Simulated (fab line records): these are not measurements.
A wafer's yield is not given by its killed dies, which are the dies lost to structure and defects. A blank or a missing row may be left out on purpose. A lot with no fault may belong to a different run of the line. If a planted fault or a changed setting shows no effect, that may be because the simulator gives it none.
What tool caused it? || flow gf180mcu || Sampling: 13 lots, 39 wafers, 2 of 602 route steps

WHAT THE GAUGES READ, wafer by wafer
GF_HV_LDD_OVL_MEAS_20.
{"lot": "L476", "measured": "day 11 06:35", "on": "overlay-01", "HV_LDD_01_OVL (nm)": "0.2 -0.1 -0.1"}
{"lot": "L477", "measured": "day 11 13:58", "on": "overlay-01", "HV_LDD_01_OVL (nm)": "0.7 1.3 0.1"}
{"lot": "L478", "measured": "day 11 18:06", "on": "overlay-01", "HV_LDD_01_OVL (nm)": "2.0 2.1 0.1"}
{"lot": "L479", "measured": "day 12 04:29", "on": "overlay-02", "HV_LDD_01_OVL (nm)": "1.1 0.9 0.2"}
{"lot": "L481", "measured": "day 12 20:21", "on": "overlay-02", "HV_LDD_01_OVL (nm)": "1.0 1.5 1.4"}
{"lot": "L482", "measured": "day 13 01:28", "on": "overlay-02", "HV_LDD_01_OVL (nm)": "1.4 -0.5 0.1"}
{"lot": "L488", "measured": "day 14 20:43", "on": "overlay-01", "HV_LDD_01_OVL (nm)": "-0.7 0.4 -1.1"}
{"lot": "L491", "measured": "day 15 22:25", "on": "overlay-02", "HV_LDD_01_OVL (nm)": "-0.5 -1.1 0.1"}
{"lot": "L492", "measured": "day 16 06:31", "on": "overlay-01", "HV_LDD_01_OVL (nm)": "-0.3 0.0 -1.4"}
{"lot": "L493", "measured": "day 16 12:07", "on": "overlay-02", "HV_LDD_01_OVL (nm)": "1.8 1.3 1.9"}
{"lot": "L494", "measured": "day 16 20:18", "on": "overlay-01", "HV_LDD_01_OVL (nm)": "0.4 1.5 -0.4"}
{"lot": "L496", "measured": "day 17 08:58", "on": "overlay-02", "HV_LDD_01_OVL (nm)": "0.9 -0.6 -0.1"}
{"lot": "L498", "measured": "day 18 07:58", "on": "overlay-01", "HV_LDD_01_OVL (nm)": "0.8 -2.1 1.6"}

WHICH TOOL RAN EACH LOT (tool, then ch and the chambers of the sampled wafers, then the start)
{"lot": "L476", "GF_STI_ETCH_14": "rie-si-02 ch 0,1,2, day 2 07:28"}
{"lot": "L477", "GF_STI_ETCH_14": "rie-si-02 ch 0,2, day 2 11:49"}
{"lot": "L478", "GF_STI_ETCH_14": "rie-si-02 ch 0,1,2, day 2 17:19"}
{"lot": "L479", "GF_STI_ETCH_14": "rie-si-02 ch 0,1,3, day 2 22:11"}
{"lot": "L481", "GF_STI_ETCH_14": "rie-si-01 ch 0,1, day 3 08:35"}
{"lot": "L482", "GF_STI_ETCH_14": "rie-si-01 ch 0,2,3, day 3 14:43"}
{"lot": "L488", "GF_STI_ETCH_14": "rie-si-01 ch 0,1,2, day 4 20:32"}
{"lot": "L491", "GF_STI_ETCH_14": "rie-si-02 ch 0,2,3, day 5 13:02"}
{"lot": "L492", "GF_STI_ETCH_14": "rie-si-01 ch 0,1,2, day 5 16:20"}
{"lot": "L493", "GF_STI_ETCH_14": "rie-si-01 ch 1,2,3, day 5 22:49"}
{"lot": "L494", "GF_STI_ETCH_14": "rie-si-01 ch 0,2,3, day 6 03:17"}
{"lot": "L496", "GF_STI_ETCH_14": "rie-si-02 ch 0,1,3, day 6 13:49"}
{"lot": "L498", "GF_STI_ETCH_14": "rie-si-02 ch 0,1,2, day 6 23:38"}
- GF_STI_ETCH_14: etches Si in HBr/Cl2/O2, target depth 360 nm, time 102.9 s.

AS READ BY THE TOOLS THEMSELVES (means over the sampled wafers that have a number; for cases with no such wafer, the mark the record gives instead)
GF_STI_ETCH_14.
{"lot": "L476", "tool": "rie-si-02", "drypump-motor-current-A (A)": 5.5, "oes-product-au (a.u.)": 0.993, "run-length-s (s)": 131.3, "throttle-valve-pct (%)": 25.666}
{"lot": "L477", "tool": "rie-si-02", "drypump-motor-current-A (A)": 5.7, "oes-product-au (a.u.)": 0.993, "run-length-s (s)": 131.3, "throttle-valve-pct (%)": 25.656}
{"lot": "L478", "tool": "rie-si-02", "drypump-motor-current-A (A)": 5.5, "oes-product-au (a.u.)": 0.992, "run-length-s (s)": 127.6, "throttle-valve-pct (%)": 25.657}
{"lot": "L479", "tool": "rie-si-02", "drypump-motor-current-A (A)": 5.6, "oes-product-au (a.u.)": 1.004, "run-length-s (s)": 127.4, "throttle-valve-pct (%)": 25.657}
{"lot": "L481", "tool": "rie-si-01", "drypump-motor-current-A (A)": 5.7, "oes-product-au (a.u.)": 1.006, "run-length-s (s)": 130.9, "throttle-valve-pct (%)": 25.656}
{"lot": "L482", "tool": "rie-si-01", "drypump-motor-current-A (A)": 6.1, "oes-product-au (a.u.)": 1.003, "run-length-s (s)": 131.4, "throttle-valve-pct (%)": 25.663}
{"lot": "L488", "tool": "rie-si-01", "drypump-motor-current-A (A)": 5.8, "oes-product-au (a.u.)": 1.001, "run-length-s (s)": 131.3, "throttle-valve-pct (%)": 25.649}
{"lot": "L491", "tool": "rie-si-02", "drypump-motor-current-A (A)": 5.7, "oes-product-au (a.u.)": 0.998, "run-length-s (s)": 131.3, "throttle-valve-pct (%)": 25.657}
{"lot": "L492", "tool": "rie-si-01", "drypump-motor-current-A (A)": 5.9, "oes-product-au (a.u.)": 0.993, "run-length-s (s)": 131.1, "throttle-valve-pct (%)": 25.651}
{"lot": "L493", "tool": "rie-si-01", "drypump-motor-current-A (A)": 5.9, "oes-product-au (a.u.)": 1.009, "run-length-s (s)": 131.1, "throttle-valve-pct (%)": 25.659}
{"lot": "L494", "tool": "rie-si-01", "drypump-motor-current-A (A)": 6.1, "oes-product-au (a.u.)": 0.994, "run-length-s (s)": 131.2, "throttle-valve-pct (%)": 25.660}
{"lot": "L496", "tool": "rie-si-02", "drypump-motor-current-A (A)": 5.6, "oes-product-au (a.u.)": 0.993, "run-length-s (s)": 131.1, "throttle-valve-pct (%)": 25.658}
{"lot": "L498", "tool": "rie-si-02", "drypump-motor-current-A (A)": 5.5, "oes-product-au (a.u.)": 0.999, "run-length-s (s)": 131.1, "throttle-valve-pct (%)": 25.661}

THE ANSWER, worked out from the rows above alone
Rule: the lots themselves supply what counts as usual. Put in order of their means at a reading, lots are off if they are a third of the lots or fewer, leave a main group of 4 or more, and stand apart from it by a gap of 3 or more times the standard deviation of the main group's means; of several such gaps the widest counts. A main group whose means are all the same, to the digits that the tables above print for the reading, isn't used. Also off: a lot with no number at a reading for which 4 or more lots have one. All remaining lots with rows at the step are treated as sound. Order of review: gauges by route order, followed by the tools' own readings, for which a lot's mean as printed above is used. The first step at which some lot is off is used, and at that step the reading that is off furthest; a lot without a number counts as furthest.
Off at GF_STI_ETCH_14 (run-length-s): L478, L479. For the main group the mean is 131.2 s and the standard deviation 0.14.
If a tool, at that step or one of the process steps before it, ran each lot that is off and ran no sound lot following the first of them, it fits. Not one of the candidates tried fits.

WHAT THE SIMULATOR HAD PUT IN
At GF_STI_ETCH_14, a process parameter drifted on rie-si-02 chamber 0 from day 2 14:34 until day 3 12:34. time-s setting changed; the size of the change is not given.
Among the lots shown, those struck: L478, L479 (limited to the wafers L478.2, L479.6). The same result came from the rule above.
